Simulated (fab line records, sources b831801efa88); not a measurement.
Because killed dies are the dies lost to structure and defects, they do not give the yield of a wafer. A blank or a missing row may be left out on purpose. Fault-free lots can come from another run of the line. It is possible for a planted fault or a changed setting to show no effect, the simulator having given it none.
Comparing a struck lot with a sound one ; flow sfqLine ; 13 steps out of a route of 325
Sound: the wafers L354.1, L354.2, L354.3. Struck: wafer L364.4; the same lot's L364.5 was not struck, so it is left out; see the end for the cause.
For every step that has rows: the tool of each side, followed by ch and its chambers, followed by its first start. Under that, the readings that differ: sound wafers ; struck wafers ; difference of the means ; sigmas: that difference in standard deviations of wafers without a fault.
alike: a reading whose means differ by less than 2 such deviations, as well as words and numbers matching on both sides. not compared: withheld readings; readings where some wafer has no value; bounds like >300 that might hide an equal value; numbers whose values overlap and for which the record gives no deviation.
The two part at a step that has a row with sigmas, a row that says differs or no value, or rows on one side only. Numbers that don't overlap but have no deviation are shown without sigmas and don't part them. A reading missing from all wafers of one side parts the sides only when that side holds two or more wafers.

SFQ_INCOMING_BOW_MEAS_900:
  struck on filmMetro-03, day 4 13:04; sound on filmMetro-01, day 2 11:00
  alike: INCOMING_BOW
then, 1 step without rows for these wafers: SFQ_TRILAYER_INCOMING_OXIDATION_002 (target thk 500 nm, ox time 4939 s).
SFQ_TRILAYER_L0_DEP_SPUTTER_003: material MoNx KI, target thk 40 nm, time 100 s.
  struck on pvdSputter-06, day 4 15:29; sound on pvdSputter-03, day 2 13:29
reading;sound;struck;difference;sigmas
model.MoNx_KI_of_TRILAYER_L0_DEP_SPUTTER_003.thkNm (nm);40.65 40.27 40.25;26.1;-14.3;
  alike: throttleValvePct
SFQ_L0_RS_MEAS_901: the measuring method here is four-point-probe.
  struck on filmMetro-02, day 4 15:55; sound on filmMetro-01, day 2 13:34
reading;sound;struck;difference;sigmas
L0_MONX_KI_RS (ohm/sq);42.7 43.1 43.2;66.7;+23.7;+59
  not compared: hold
SFQ_L0_THK_MEAS_902: measures by xrf.
  struck on filmMetro-02, day 4 19:01; sound on filmMetro-01, day 2 13:41
reading;sound;struck;difference;sigmas
L0_MONX_KI_THK (nm);40.5 40.4 40.1;26.3;-14.0;-34
  not compared: hold
then, 5 steps without rows for these wafers: SFQ_TRILAYER_L0_LITHO_COAT_005 (resist thk 600 nm); SFQ_TRILAYER_L0_LITHO_SOFTBAKE_009; SFQ_TRILAYER_L0_LITHO_EXPOSE_006 (exposes mask L0, target cd 2000 nm); SFQ_TRILAYER_L0_LITHO_PEB_008 (peb time 60 s); SFQ_TRILAYER_L0_LITHO_DEVELOP_007 (time 60 s).
SFQ_TRILAYER_L0_BARC_OPEN_METAL_ETCH_010: etches BARC in O2, target depth 125 nm, time 41.7 s.
  sound on rieMetal-01 ch 0,1, day 4 01:47; struck on rieMetal-02 ch 0, day 6 02:56
  alike: drypumpMotorCurrentA, oesProductAu
  not compared: rfHoursCounterH
SFQ_TRILAYER_L0_ETCH_METAL_ETCH_008: etches MoNx KI in SF6/O2, stops on SiO2, target depth 50 nm, time 25 s.
  sound on rieMetal-01 ch 0,1, day 4 01:50; struck on rieMetal-02 ch 0, day 6 02:59
reading;sound;struck;difference;sigmas
oesProductAu (a.u.);0.883 0.879 0.876;0.702;-0.177;-29
  alike: drypumpMotorCurrentA
  not compared: rfHoursCounterH
SFQ_TRILAYER_L0_STRIP_STRIP_009: strips in O2.
  sound on rieMetal-01 ch 0,1, day 4 01:53; struck on rieMetal-02 ch 0, day 6 03:13
  alike: drypumpMotorCurrentA, oesProductAu
  not compared: rfHoursCounterH

== WHERE THEY PART ==
First at SFQ_L0_RS_MEAS_901; last, within this record, at SFQ_TRILAYER_L0_ETCH_METAL_ETCH_008. Later steps at which nothing parts them and some readings are alike: SFQ_TRILAYER_L0_STRIP_STRIP_009.

WHY: the cause the simulator had injected
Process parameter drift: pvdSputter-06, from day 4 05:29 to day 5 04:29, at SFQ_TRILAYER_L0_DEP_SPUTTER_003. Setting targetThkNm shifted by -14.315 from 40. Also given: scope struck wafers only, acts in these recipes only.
